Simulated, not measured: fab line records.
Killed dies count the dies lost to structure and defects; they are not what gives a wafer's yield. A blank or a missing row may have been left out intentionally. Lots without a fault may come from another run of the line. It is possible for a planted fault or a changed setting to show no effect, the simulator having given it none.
fab line records ; flow gf180mcu
record lots=14; wafers=42; lastDay=34
route steps=602 shown V1@337
lots that met no fault: taken from a fault-free run of the same line
startH: the number of hours between the record's first day and the start of the first shown wafer of the lot ; waitH: how many hours have passed since the lot's step before this one ; " the same as in the row above ; L1.1+2: one row covering several wafers at once ; - either no value or no given start ; * or withheld: withheld ; < > ~ a bound
route shown NAME@n: NAME is a module with steps in the file, n the number in the route of the first one ; usual: mean/standard deviation taken from wafers without a fault ; same: alike in all rows ; chamber/n: place in a boat ; sites: each site's reading ; _std_site: the values' standard deviation ; _edge_site: the outer-site mean with the inner-site mean subtracted ; radiusMm: how far each site lies from the wafer's centre ; mask NAME#n: copy n ; behind: the last tool/chamber to shape the wafer ; hold: the reason the lot was held/the length of the hold in hours/how it ended ; device: which transistor (n, p or np) failed to switch ; end of line: tests of these same wafers at the route's end ; step lacking rows: just its recipe ; killed: dies that structure and defects cost at the first sort, which is not the same as the wafer's yield ; map: shows each die of a wafer: x if killed, . if not, _ if none is there
set.NAME: the setting that was run; set.NAME@STEP: the one run at that earlier step ; model.NAME: the simulator's own value behind a step, which no gauge read
steps of the route over a sample of lots; a table a step, a row a wafer
services: a tool's chamber out of use, with start hour (startH, from the record's first day; less than 0 if before it), hours out, and reason
## steps
# step GF_V1_CVD_02
# recipe material=SiO2; targetThkNm=850; precursor=TEOS; tempC=400; timeS=94.851; rfW=600
# usual heaterPowerW=761/120
lot.wafer;tool;chamber;startH;waitH;heaterPowerW
L492.1;pecvd-04;2;405.54;0.1;943
L492.3;pecvd-04;0;405.54;0.1;734
L492.4;pecvd-04;1;405.54;0.1;861
L495.2;pecvd-03;0;434.51;0.0;695
L495.4;pecvd-03;0;434.51;0.0;788
L495.5;pecvd-03;1;434.51;0.0;665
L496.1;pecvd-04;1;453.66;0.1;821
L496.3;pecvd-04;0;453.66;0.1;708
L496.6;pecvd-04;2;453.66;0.1;900
L497.2;pecvd-03;0;454.86;0.0;876
L497.3;pecvd-03;2;454.86;0.0;821
L497.4;pecvd-03;0;454.86;0.0;707
L498.3;pecvd-03;2;465.99;0.0;931
L498.4;pecvd-03;1;465.99;0.0;580
L498.5;pecvd-03;0;465.99;0.0;835
L499.4;pecvd-03;1;469.35;0.1;568
L499.5;pecvd-03;0;469.35;0.1;692
L499.6;pecvd-03;2;469.35;0.1;723
L505.1;pecvd-01;1;527.36;0.1;835
L505.4;pecvd-01;0;527.36;0.1;667
L505.5;pecvd-01;2;527.36;0.1;534
L506.2;pecvd-04;0;534.63;0.0;755
L506.5;pecvd-04;2;534.63;0.0;966
L506.6;pecvd-04;1;534.63;0.0;881
L507.1;pecvd-01;2;537.31;0.1;658
L507.4;pecvd-01;2;537.31;0.1;531
L507.6;pecvd-01;0;537.31;0.1;814
L508.2;pecvd-01;2;546.03;0.0;532
L508.3;pecvd-01;0;546.03;0.0;669
L508.5;pecvd-01;0;546.03;0.0;730
L509.2;pecvd-01;2;551.56;0.0;561
L509.5;pecvd-01;2;551.56;0.0;609
L509.6;pecvd-01;1;551.56;0.0;766
L510.3;pecvd-03;2;566.96;0.0;889
L510.4;pecvd-03;1;566.96;0.0;652
L510.6;pecvd-03;0;566.96;0.0;721
L511.1;pecvd-04;0;569.11;0.1;758
L511.3;pecvd-04;1;569.11;0.1;868
L511.6;pecvd-04;0;569.11;0.1;592
L512.1;pecvd-01;1;576.69;0.1;923
L512.5;pecvd-01;1;576.69;0.1;737
L512.6;pecvd-01;2;576.69;0.1;526
# step GF_V1_THK_MEAS_03
# recipe reads=SiO2_of_V1_CVD_02
# usual V1_CVD_02_THK=852/12
lot.wafer;tool;chamber;startH;waitH;V1_CVD_02_THK[nm]
L492.1;filmMetro-01;-;405.61;0.0;851
L492.3;filmMetro-01;-;405.61;0.0;845
L492.4;filmMetro-01;-;405.61;0.0;847
L495.2;filmMetro-02;-;434.58;0.0;835
L495.4;filmMetro-02;-;434.58;0.0;848
L495.5;filmMetro-02;-;434.58;0.0;852
L496.1;filmMetro-04;-;453.73;0.0;833
L496.3;filmMetro-04;-;453.73;0.0;833
L496.6;filmMetro-04;-;453.73;0.0;856
L497.2;filmMetro-02;-;454.94;0.0;833
L497.3;filmMetro-02;-;454.94;0.0;831
L497.4;filmMetro-02;-;454.94;0.0;853
L498.3;filmMetro-01;-;466.08;0.1;1268
L498.4;filmMetro-01;-;466.08;0.1;1291
L498.5;filmMetro-01;-;466.08;0.1;1286
L499.4;filmMetro-04;-;469.41;0.0;1277
L499.5;filmMetro-04;-;469.41;0.0;1266
L499.6;filmMetro-04;-;469.41;0.0;1276
L505.1;filmMetro-01;-;527.43;0.0;852
L505.4;filmMetro-01;-;527.43;0.0;869
L505.5;filmMetro-01;-;527.43;0.0;871
L506.2;filmMetro-04;-;534.71;0.0;850
L506.5;filmMetro-04;-;534.71;0.0;868
L506.6;filmMetro-04;-;534.71;0.0;857
L507.1;filmMetro-01;-;537.38;0.0;862
L507.4;filmMetro-01;-;537.38;0.0;871
L507.6;filmMetro-01;-;537.38;0.0;861
L508.2;filmMetro-02;-;546.11;0.0;853
L508.3;filmMetro-02;-;546.11;0.0;857
L508.5;filmMetro-02;-;546.11;0.0;861
L509.2;filmMetro-01;-;551.64;0.0;854
L509.5;filmMetro-01;-;551.64;0.0;876
L509.6;filmMetro-01;-;551.64;0.0;868
L510.3;filmMetro-04;-;567.05;0.1;842
L510.4;filmMetro-04;-;567.05;0.1;867
L510.6;filmMetro-04;-;567.05;0.1;847
L511.1;filmMetro-04;-;569.18;0.0;823
L511.3;filmMetro-04;-;569.18;0.0;832
L511.6;filmMetro-04;-;569.18;0.0;849
L512.1;filmMetro-04;-;576.76;0.0;839
L512.5;filmMetro-04;-;576.76;0.0;869
L512.6;filmMetro-04;-;576.76;0.0;878
# step GF_V1_CMP_04
# recipe material=SiO2; downForcePsi=4; platenRpm=60; padVelocityMS=0.94248
# usual motorCurrentA=12.6/1; timeToEndpointS=84/6.2
lot.wafer;tool;chamber;startH;waitH;motorCurrentA;timeToEndpointS
L492.3;cmp-01;1;407.86;2.2;11.5;84
L492.4;cmp-01;2;407.86;2.2;14.1;87
L492.1;cmp-01;0;407.86;2.2;13.5;83
L495.2;cmp-01;0;434.68;0.1;13.0;77
L495.4;cmp-01;2;434.68;0.1;14.0;84
L495.5;cmp-01;3;434.68;0.1;13.0;89
L496.1;cmp-02;3;453.84;0.1;11.1;73
L496.3;cmp-02;1;453.84;0.1;13.4;72
L496.6;cmp-02;2;453.84;0.1;12.4;80
L497.2;cmp-01;1;454.99;0.0;11.5;78
L497.4;cmp-01;3;454.99;0.0;12.9;90
L497.3;cmp-01;0;454.99;0.0;12.4;68
L498.3;cmp-01;1;466.22;0.1;11.6;244
L498.4;cmp-01;2;466.22;0.1;14.0;259
L498.5;cmp-01;3;466.22;0.1;12.9;252
L499.4;cmp-01;3;469.44;0.0;12.5;261
L499.5;cmp-01;3;469.44;0.0;12.9;254
L499.6;cmp-01;0;469.44;0.0;13.1;243
L505.1;cmp-01;2;527.49;0.1;13.7;86
L505.4;cmp-01;3;527.49;0.1;12.9;97
L505.5;cmp-01;2;527.49;0.1;14.4;93
L506.2;cmp-01;3;534.86;0.1;12.4;87
L506.5;cmp-01;1;534.86;0.1;11.3;92
L506.6;cmp-01;2;534.86;0.1;14.1;87
L507.4;cmp-01;2;537.49;0.1;14.2;91
L507.1;cmp-01;3;537.49;0.1;12.5;94
L507.6;cmp-01;3;537.49;0.1;12.8;95
L508.3;cmp-02;0;546.16;0.0;11.6;85
L508.2;cmp-02;3;546.16;0.0;11.0;86
L508.5;cmp-02;0;546.16;0.0;11.7;85
L509.2;cmp-01;2;551.74;0.1;14.2;88
L509.6;cmp-01;1;551.74;0.1;11.7;93
L509.5;cmp-01;2;551.74;0.1;13.6;96
L510.3;cmp-02;2;567.14;0.1;11.6;76
L510.4;cmp-02;3;567.14;0.1;10.7;91
L510.6;cmp-02;1;567.14;0.1;12.9;80
L511.1;cmp-01;2;569.24;0.1;14.1;74
L511.3;cmp-01;1;569.24;0.1;11.1;80
L511.6;cmp-01;2;569.24;0.1;13.9;84
L512.1;cmp-01;1;576.82;0.1;11.2;80
L512.5;cmp-01;1;576.82;0.1;12.3;92
L512.6;cmp-01;2;576.82;0.1;13.5;93
## services
tool;chamber;startH;hours;kind
pecvd-01;0;382.88;-;clean
pecvd-01;1;382.88;-;clean
pecvd-01;2;382.88;-;clean
cmp-01;-;391.88;3.1;repair
cmp-01;-;395.02;11.6;pm
cmp-02;-;404.23;4.0;pm
cmp-02;-;408.23;-;consumableReplace:conditioner
cmp-02;-;408.23;-;consumableReplace:pad
pecvd-04;-;432.22;0.8;repair
cmp-01;-;436.01;2.5;repair
cmp-01;-;437.94;0.7;repair
cmp-02;-;457.89;3.8;repair
cmp-01;-;469.91;5.7;pm
pecvd-04;-;477.57;1.8;repair
pecvd-01;2;514.77;4.8;repair
cmp-02;-;523.37;2.8;repair
cmp-02;-;530.13;3.2;pm
pecvd-01;0;540.49;5.1;repair
pecvd-03;-;543.86;14.6;pm
pecvd-01;-;564.65;2.8;pm
cmp-01;-;572.00;4.0;pm
cmp-01;-;576.00;-;consumableReplace:conditioner
cmp-01;-;576.00;-;consumableReplace:pad
## key
firstSign step=GF_V1_THK_MEAS_03; reading=V1_CVD_02_THK; direction=up; sigmas=35; usual=852; struck=1277
effect step=GF_V1_CMP_04; reading=timeToEndpointS; direction=up; sigmas=27; usual=*; struck=*
metAt GF_V1_CVD_02
struckLots L498,L499
onsetBetween 454.86 465.99
fault kind=processParameterDrift; tool=pecvd-03; chamber=-; onsetH=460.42; steps=GF_V1_CVD_02; channel=targetThkNm; offset=427.55; shape=step; endH=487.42; actsIn=theseRecipesOnly; stated=850
